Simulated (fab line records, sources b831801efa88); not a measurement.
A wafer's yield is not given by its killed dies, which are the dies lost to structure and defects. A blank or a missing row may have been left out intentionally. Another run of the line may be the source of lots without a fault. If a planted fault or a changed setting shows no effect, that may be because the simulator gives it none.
fab line records ; flow sky130
[record] lots = 6; wafers = 18; last_day = 50
route steps=708 shown VIA3@575 PAD_OPEN@708
lots that met no fault: taken from a fault-free run of the same line
start_h: hours from the record's opening day to when the first of the lot's shown wafers began ; wait_h: hours from the lot's prior step to this one ; " as in the row above ; L1.1+2: a row that stands for several wafers ; - either no value or no given start ; * or withheld: withheld ; < > ~ a bound
route shown NAME@n: a module of which the file shows steps, and the number in the route of the first ; usual: the fault-free wafers' mean and standard deviation ; same: alike in all rows ; chamber/n: place in a boat ; sites: per-site readings ; _std_site: standard deviation across them ; _edge_site: mean of outer sites minus mean of inner sites ; radius_mm: how far each site lies from the wafer's centre ; mask NAME#n: copy n ; behind: the most recent tool/chamber to have shaped the wafer ; hold: cause of the lot's hold/its duration in hours/its outcome ; device: the transistor (n, p or np) that didn't switch ; end of line: the tests these same wafers got at the end of their route ; step lacking rows: just its recipe ; killed: not the wafer's yield, but the dies lost to structure and defects at the first sort ; map: per-die view of a wafer (x killed, . not killed, _ where there is no die)
set.NAME: the setting the step ran with; set.NAME@STEP: the setting that earlier step ran with ; model.NAME: the simulator's own value behind a step, which no gauge read
lots at selected steps of the route; one table per step, one row per wafer
services: a tool's chamber out of use, with start hour (start_h, from the record's first day; less than 0 if before it), hours out, and reason
[[steps]]
[step SKY_VIA3_CMP_02]
[recipe] material = SiO2; down_force_psi = 4; platen_rpm = 60; pad_velocity_m_s = 0.94248
[usual] motor_current_A = 12.9/1.1
lot.wafer;tool;chamber;start_h;wait_h;motor_current_A
L604.3;cmp-01;2;911.40;0.0;12.8
L604.2;cmp-01;3;911.40;0.0;12.2
L604.5;cmp-01;2;911.40;0.0;12.2
L608.1;cmp-01;2;951.88;0.1;12.2
L608.3;cmp-01;3;951.88;0.1;13.0
L608.4;cmp-01;0;951.88;0.1;13.2
L617.4;cmp-01;1;1000.33;0.0;14.6
L617.3;cmp-01;0;1000.33;0.0;13.5
L617.6;cmp-01;1;1000.33;0.0;14.1
L621.4;cmp-01;2;1036.71;0.1;11.8
L621.2;cmp-01;3;1036.71;0.1;12.2
L621.6;cmp-01;2;1036.71;0.1;13.1
L626.3;cmp-02;1;1060.76;0.1;11.2
L626.4;cmp-02;3;1060.76;0.1;13.9
L626.6;cmp-02;1;1060.76;0.1;11.4
L627.1;cmp-01;1;1066.08;0.1;14.9
L627.3;cmp-01;0;1066.08;0.1;14.2
L627.6;cmp-01;2;1066.08;0.1;11.9
[step SKY_VIA3_BOW_MEAS_03]
[recipe] mode = bow
[usual] VIA3_BOW = 79/7.8
lot.wafer;tool;chamber;start_h;wait_h;VIA3_BOW[um]
L604.2;film_metro-02;-;911.72;0.2;82
L604.3;film_metro-02;-;911.72;0.2;65
L604.5;film_metro-02;-;911.72;0.2;72
L608.1;film_metro-01;-;952.18;0.2;72
L608.3;film_metro-01;-;952.18;0.2;73
L608.4;film_metro-01;-;952.18;0.2;75
L617.3;film_metro-01;-;1000.67;0.1;78
L617.4;film_metro-01;-;1000.67;0.1;72
L617.6;film_metro-01;-;1000.67;0.1;65
L621.2;film_metro-03;-;1036.98;0.2;66
L621.4;film_metro-03;-;1036.98;0.2;62
L621.6;film_metro-03;-;1036.98;0.2;76
L626.3;film_metro-01;-;1061.05;0.2;89
L626.4;film_metro-01;-;1061.05;0.2;73
L626.6;film_metro-01;-;1061.05;0.2;80
L627.1;film_metro-01;-;1066.38;0.2;73
L627.3;film_metro-01;-;1066.38;0.2;78
L627.6;film_metro-01;-;1066.38;0.2;68
[step SKY_VIA3_DEHYDRATE_04]
[recipe] temp_c = 200; time_s = 60
[step SKY_VIA3_HMDS_05]
[recipe] prime_time_s = 60; prime_temp_c = 120
[step SKY_VIA3_COAT_06]
[recipe] resist = BARC; temp_c = withheld; time_s = withheld; spin_rpm = 3000; resist_thk_nm = 60
[step SKY_VIA3_COAT_07]
[recipe] resist = KrF-thick; spin_rpm = 3000; resist_thk_nm = 452.5
[step SKY_VIA3_SOFTBAKE_08]
[recipe] temp_c = 100; time_s = 90; resist = KrF-thick
[step SKY_VIA3_EXPOSE_09]
[recipe] mask_id = VIM3; na = 0.8; source_shape = annular; sigma_inner = 0.55; sigma_outer = 0.85; target_cd_nm = 200; dose_mj = 38
[step SKY_VIA3_PEB_10]
[recipe] peb_temp_c = withheld; peb_time_s = withheld; resist = KrF-thick
[step SKY_VIA3_DEVELOP_11]
[recipe] develop_time_s = 60; resist = KrF-thick; dev_temp_c = 21
[step SKY_VIA3_CD_MEAS_12]
[recipe] target_cd_nm = 200
[usual] cd_nm = 200.0/1.3
lot.wafer;tool;chamber;start_h;wait_h;cd_nm
L604.2;cd_sem-01;-;935.92;-;200.3
L604.3;cd_sem-01;-;935.92;-;200.6
L604.5;cd_sem-01;-;935.92;-;201.7
L608.1;cd_sem-02;-;976.23;-;201.2
L608.3;cd_sem-02;-;976.23;-;199.9
L608.4;cd_sem-02;-;976.23;-;200.3
L617.3;cd_sem-01;-;1024.17;-;200.7
L617.4;cd_sem-01;-;1024.17;-;201.0
L617.6;cd_sem-01;-;1024.17;-;200.0
L621.2;cd_sem-01;-;1060.17;-;199.0
L621.4;cd_sem-01;-;1060.17;-;198.5
L621.6;cd_sem-01;-;1060.17;-;198.8
L626.3;cd_sem-01;-;1083.04;-;201.7
L626.4;cd_sem-01;-;1083.04;-;201.4
L626.6;cd_sem-01;-;1083.04;-;201.4
L627.1;cd_sem-02;-;1087.57;-;201.0
L627.3;cd_sem-02;-;1087.57;-;201.0
L627.6;cd_sem-02;-;1087.57;-;201.6
[step SKY_VIA3_OVL_MEAS_13]
[usual] VIA3_OVL = 0/5.5
lot.wafer;tool;chamber;start_h;wait_h;VIA3_OVL[nm]
L604.2;overlay-01;-;936.03;0.1;-2
L604.3;overlay-01;-;936.03;0.1;-3
L604.5;overlay-01;-;936.03;0.1;-8
L608.1;overlay-01;-;976.35;0.1;10
L608.3;overlay-01;-;976.35;0.1;11
L608.4;overlay-01;-;976.35;0.1;3
L617.3;overlay-01;-;1024.26;0.1;4
L617.4;overlay-01;-;1024.26;0.1;-1
L617.6;overlay-01;-;1024.26;0.1;-2
L621.2;overlay-01;-;1060.28;0.1;7
L621.4;overlay-01;-;1060.28;0.1;9
L621.6;overlay-01;-;1060.28;0.1;5
L626.3;overlay-02;-;1083.13;0.1;-3
L626.4;overlay-02;-;1083.13;0.1;4
L626.6;overlay-02;-;1083.13;0.1;1
L627.1;overlay-02;-;1087.69;0.1;1
L627.3;overlay-02;-;1087.69;0.1;4
L627.6;overlay-02;-;1087.69;0.1;-3
[step SKY_VIA3_ETCH_14]
[recipe] chemistry = N2/H2; target = BARC; ion_energy_ev = 200; source_w = 500; bias_w = 100; pressure_mtorr = 30; n2_flow_sccm = 100; h2_flow_sccm = 200; stop_on = SiO2; time_s = 45.9; target_depth_a = 600
[usual] bias_w = 99.98/0.29; drypump_motor_current_A = 5.7/0.43; oes_product_au = 0.856/0.0043; throttle_valve_pct = 13.226/0.0088
lot.wafer;tool;chamber;start_h;wait_h;bias_w;drypump_motor_current_A;oes_product_au;rf_hours_counter_h;throttle_valve_pct;model.KrF-thick_of_VIA3_COAT_07.thk_nm
L604.2;rie_diel-01;2;936.06;0.0;100.25;5.1;0.853;2;13.223;393.8
L604.3;rie_diel-01;1;936.06;0.0;99.95;6.1;0.856;9;13.228;395.1
L604.5;rie_diel-01;1;936.06;0.0;100.54;6.1;0.858;-;13.227;394.2
L608.1;rie_diel-02;2;976.39;0.0;100.01;5.9;0.853;23;13.241;397.5
L608.3;rie_diel-02;0;976.39;0.0;99.94;5.6;0.855;9;13.231;396.6
L608.4;rie_diel-02;1;976.39;0.0;99.65;6.1;0.856;4;13.234;397.4
L617.3;rie_diel-02;0;1024.29;0.0;77.79;5.6;0.859;10;13.226;397.3
L617.4;rie_diel-02;1;1024.29;0.0;77.67;6.1;0.857;5;13.227;398
L617.6;rie_diel-02;0;1024.29;0.0;77.46;5.6;0.855;-;13.235;397.3
L621.2;rie_diel-02;1;1060.31;0.0;77.69;6.2;0.853;7;13.234;397.2
L621.4;rie_diel-02;0;1060.31;0.0;77.17;5.6;0.853;11;13.223;397.1
L621.6;rie_diel-02;1;1060.31;0.0;76.72;6.2;0.851;-;13.217;396.8
L626.3;rie_diel-03;0;1083.16;0.0;99.76;5.6;0.856;15;13.220;395.3
L626.4;rie_diel-03;2;1083.16;0.0;99.70;5.7;0.855;-;13.214;395.4
L626.6;rie_diel-03;0;1083.16;0.0;100.16;5.6;0.854;-;13.229;395.3
L627.1;rie_diel-03;2;1087.72;0.0;99.43;5.8;0.855;16;13.228;394.7
L627.3;rie_diel-03;0;1087.72;0.0;100.29;5.6;0.854;15;13.231;394.1
L627.6;rie_diel-03;1;1087.72;0.0;100.52;5.2;0.861;-;13.236;395.2
[step SKY_VIA3_ETCH_15]
[recipe] target = SiO2; chemistry = C4F8/O2/Ar; target_depth_nm = 507; stop_on = TiN; mask_material = KrF-thick; source_w = 1500; bias_w = 1200; pressure_mtorr = 40; c4f8_flow_sccm = withheld; O2_flow_sccm = 6; Ar_flow_sccm = 300; time_s = 78
[usual] bias_w = 1200/3.7; oes_product_au = 0.946/0.0046
lot.wafer;tool;chamber;start_h;wait_h;bias_w;oes_product_au;rf_hours_counter_h;model.KrF-thick_of_VIA3_COAT_07.thk_nm
L604.2;rie_diel-01;2;936.10;0.0;1198;0.944;2;291.2
L604.3;rie_diel-01;1;936.10;0.0;1204;0.942;9;295.1
L604.5;rie_diel-01;1;936.10;0.0;1201;0.938;-;293.8
L608.1;rie_diel-02;2;976.43;0.0;1207;0.941;23;296.5
L608.3;rie_diel-02;0;976.43;0.0;1194;0.947;9;295.4
L608.4;rie_diel-02;1;976.43;0.0;1198;0.945;4;294.5
L617.3;rie_diel-02;0;1024.33;0.0;1199;0.943;10;295.5
L617.4;rie_diel-02;1;1024.33;0.0;1201;0.941;5;295.3
L617.6;rie_diel-02;0;1024.33;0.0;1200;0.943;-;294.4
L621.2;rie_diel-02;1;1060.35;0.0;1199;0.950;7;296
L621.4;rie_diel-02;0;1060.35;0.0;1197;0.946;11;294.6
L621.6;rie_diel-02;1;1060.35;0.0;1199;0.946;-;295.5
L626.3;rie_diel-03;0;1083.20;0.0;1207;0.959;15;292.5
L626.4;rie_diel-03;2;1083.20;0.0;1203;0.947;-;293.2
L626.6;rie_diel-03;0;1083.20;0.0;1206;0.948;-;292.1
L627.1;rie_diel-03;2;1087.77;0.0;1202;0.948;16;292.5
L627.3;rie_diel-03;0;1087.77;0.0;1198;0.944;15;291.7
L627.6;rie_diel-03;1;1087.77;0.0;1198;0.949;-;294
[step SKY_VIA3_STRIP_16]
[recipe] chemistry = O2/N2; power_w = 1400; pressure_mtorr = 1500; platen_temp_c = withheld; o2_flow_sccm = 3000; n2_flow_sccm = 300; overash_fraction = 0.5
[usual] drypump_motor_current_A = 5.7/0.42; oes_product_au = 0.403/0.005; strip_time_to_endpoint_s = 4.157/0.022
lot.wafer;tool;chamber;start_h;wait_h;drypump_motor_current_A;oes_product_au;rf_hours_counter_h;strip_time_to_endpoint_s
L604.2;plasma_asher-04;0;936.16;0.0;5.3;0.405;112;4.109
L604.3;plasma_asher-04;1;936.16;0.0;5.7;0.402;-;4.162
L604.5;plasma_asher-04;0;936.16;0.0;5.3;0.407;-;4.168
L608.1;plasma_asher-01;1;976.49;0.0;5.2;0.399;55;4.219
L608.3;plasma_asher-01;1;976.49;0.0;5.2;0.409;-;4.163
L608.4;plasma_asher-01;0;976.49;0.0;6.3;0.402;-;4.176
L617.3;plasma_asher-01;1;1024.42;0.1;5.2;0.403;-;4.194
L617.4;plasma_asher-01;0;1024.42;0.1;6.3;0.397;-;4.172
L617.6;plasma_asher-01;1;1024.42;0.1;5.2;0.410;-;4.167
L621.2;plasma_asher-01;1;1060.41;0.0;5.2;0.402;63;4.177
L621.4;plasma_asher-01;1;1060.41;0.0;5.2;0.413;-;4.166
L621.6;plasma_asher-01;1;1060.41;0.0;5.2;0.398;-;4.187
L626.3;plasma_asher-04;0;1083.29;0.1;5.3;0.399;-;4.139
L626.4;plasma_asher-04;1;1083.29;0.1;5.7;0.400;-;4.154
L626.6;plasma_asher-04;0;1083.29;0.1;5.3;0.406;-;4.130
L627.1;plasma_asher-04;0;1087.83;0.0;5.3;0.406;2;4.136
L627.3;plasma_asher-04;0;1087.83;0.0;5.3;0.403;-;4.142
L627.6;plasma_asher-04;0;1087.83;0.0;5.3;0.400;-;4.142
[step SKY_PAD_OPEN_PROBE_99]
[usual] defect_limited_yield = 82.9/1.9; killed_at_M0_to_M3 = 42/6.3; killed_at_M4_up = 2.8/1.9; killed_at_contacts = 23/5.3; killed_at_front_end = 16/4.3; killed_at_other = 0.2/0.51; killed_dies = 84/9.3; killed_open = 46/7.6; killed_short = 38/6.3; sort_bin_3_pad_short = 0.8/0.41; sort_bin_5_function = 10.0/1.4; sort_bin_6_memory = 6.2/1.1; sort_n_pass = 408/9.3; sort_yield_pct = 82.9/1.9
[same] gross_dies = 492; killed_at_back_side = 0; sort_bin_4_leakage[%] = 0; sort_bin_8_speed[%] = 0
lot.wafer;tool;chamber;start_h;wait_h;defect_limited_yield[%];killed_at_M0_to_M3;killed_at_M4_up;killed_at_contacts;killed_at_front_end;killed_at_other;killed_dies;killed_open;killed_short;sort_bin_3_pad_short[%];sort_bin_5_function[%];sort_bin_6_memory[%];sort_n_pass;sort_yield_pct[%]
L608.1;prober-02;-;1118.73;0.1;83.3;34;6;27;14;1;82;46;36;0.6;10.4;5.7;410;83.3
L608.3;prober-02;-;1118.83;0.2;81.7;39;4;33;14;0;90;56;34;1.8;10.0;6.5;402;81.7
L608.4;prober-02;-;1118.88;0.2;82.7;51;0;14;20;0;85;45;40;1.0;9.1;7.1;407;82.7
L617.3;prober-02;-;1158.88;0.2;85.4;31;2;21;18;0;72;33;39;0.4;9.3;4.9;420;85.4
L617.4;prober-02;-;1158.93;0.2;83.1;41;7;24;11;0;83;39;44;0.6;11.2;5.1;409;83.1
L617.6;prober-02;-;1159.03;0.2;83.9;33;2;26;17;1;79;38;41;1.6;7.9;6.5;413;83.9
L621.2;prober-02;-;1185.95;0.1;82.1;51;3;21;12;1;88;55;33;1.2;8.7;7.9;404;82.1
L621.4;prober-02;-;1186.05;0.2;83.5;47;1;19;14;0;81;38;43;1.0;9.6;5.9;411;83.5
L621.6;prober-02;-;1186.15;0.2;85.4;46;1;14;11;0;72;42;30;1.2;8.1;5.3;420;85.4
// killed by level:class
L608.1 CONTACT:geometric_particle:open=14 VIA1:geometric_particle:open=9 VIA1:geometric_particle:short=7 METAL1:geometric_particle:short=5 FIELD_ISO:geometric_particle:open=4 LI_CONTACT:geometric_particle:open=4 VIA3:geometric_particle:open=4 POLY_GATE:geometric_particle:open=3
L608.3 CONTACT:geometric_particle:open=19 VIA1:geometric_particle:open=10 VIA2:geometric_particle:open=6 METAL1:geometric_particle:open=4 VIA3:geometric_particle:open=4 CONTACT:geometric_particle:short=4 LOCAL_INTERCONNECT:geometric_particle:short=4 VIA1:geometric_particle:short=4
L608.4 VIA1:geometric_particle:open=11 VIA1:geometric_particle:short=9 FIELD_ISO:geometric_particle:short=6 VIA2:geometric_particle:open=6 VIA3:geometric_particle:open=5 POLY_GATE:geometric_particle:short=4 LI_CONTACT:geometric_particle:open=4 METAL1:geometric_particle:short=4
L617.3 METAL2:geometric_particle:short=10 FIELD_ISO:geometric_particle:open=6 CONTACT:geometric_particle:open=6 VIA3:geometric_particle:open=5 FIELD_ISO:geometric_particle:short=4 LI_CONTACT:geometric_particle:short=4 LOCAL_INTERCONNECT:geometric_particle:short=4 CONTACT:geometric_particle:short=4
L617.4 CONTACT:geometric_particle:open=11 VIA2:geometric_particle:open=8 METAL3:geometric_particle:short=7 VIA3:geometric_particle:open=6 METAL4:geometric_particle:short=5 LI_CONTACT:geometric_particle:short=4 METAL1:geometric_particle:short=4 VIA1:geometric_particle:short=4
L617.6 LI_CONTACT:geometric_particle:open=7 CONTACT:geometric_particle:open=7 FIELD_ISO:geometric_particle:short=6 CONTACT:geometric_particle:short=6 VIA1:geometric_particle:open=6 VIA3:geometric_particle:open=5 POLY_GATE:geometric_particle:short=4 METAL1:geometric_particle:short=4
L621.2 CONTACT:geometric_particle:open=9 LI_CONTACT:geometric_particle:open=8 VIA2:geometric_particle:open=8 METAL2:geometric_particle:short=8 VIA3:geometric_particle:open=8 VIA1:geometric_particle:open=7 FIELD_ISO:geometric_particle:short=5 METAL3:geometric_particle:short=5
L621.4 METAL2:geometric_particle:short=8 VIA1:geometric_particle:open=7 VIA3:geometric_particle:short=7 LI_CONTACT:geometric_particle:open=6 VIA2:geometric_particle:open=6 POLY_GATE:geometric_particle:open=5 CONTACT:geometric_particle:short=5 VIA3:geometric_particle:open=5
L621.6 VIA3:geometric_particle:open=10 VIA2:geometric_particle:open=9 VIA1:geometric_particle:open=7 LI_CONTACT:geometric_particle:open=6 METAL1:geometric_particle:short=4 VIA3:geometric_particle:short=4 METAL3:geometric_particle:short=4 FIELD_ISO:geometric_particle:open=3
[[services]]
tool;chamber;start_h;hours;kind
plasma_asher-01;-;888.95;8.0;repair
rie_diel-01;1;905.26;10.7;repair
rie_diel-02;-;907.79;10.7;repair
cmp-01;-;912.00;4.0;pm
cmp-01;-;916.02;2.4;repair
rie_diel-03;1;920.66;14.6;repair
cmp-01;-;935.71;1.2;repair
rie_diel-02;2;962.38;6.1;repair
rie_diel-02;0;971.46;2.9;repair
cmp-01;-;981.61;0.7;repair
rie_diel-03;0;994.86;4.3;repair
plasma_asher-04;-;1002.17;1.3;repair
cmp-01;-;1007.19;1.0;repair
rie_diel-03;1;1009.36;32.2;repair
plasma_asher-01;-;1012.65;1.5;repair
rie_diel-03;3;1013.08;5.6;repair
rie_diel-01;0;1015.36;3.1;repair
rie_diel-01;-;1021.14;14.6;pm
rie_diel-02;3;1045.32;11.2;repair
plasma_asher-04;-;1049.25;4.8;repair
rie_diel-01;3;1051.26;1.5;repair
plasma_asher-04;-;1055.25;9.0;pm
rie_diel-01;1;1070.44;3.9;repair
rie_diel-01;-;1085.67;25.3;repair
[[key]]
[first_sign] step = SKY_VIA3_ETCH_14; reading = bias_w; direction = down; sigmas = 78; usual = 99.98; struck = 77.42
effect none on later readings
[model_effect] step = SKY_VIA3_ETCH_14; value = KrF-thick_of_VIA3_COAT_07.thk_nm; without = 394.2; struck = 397.3
[model_effect] step = SKY_VIA3_ETCH_15; value = KrF-thick_of_VIA3_COAT_07.thk_nm; without = 292.1; struck = 295.2
met_at SKY_VIA3_ETCH_14
struck_wafers L617.3,L617.4,L617.6,L621.2,L621.4,L621.6
onset_between 976.39 1024.29
[fault] kind = process_parameter_drift; tool = rie_diel-02; chamber = -; onset_h = 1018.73; steps = SKY_VIA3_ETCH_14; channel = bias_w; offset = -22.543; shape = step; end_h = 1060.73; acts_in = these_recipes_only; stated = 100
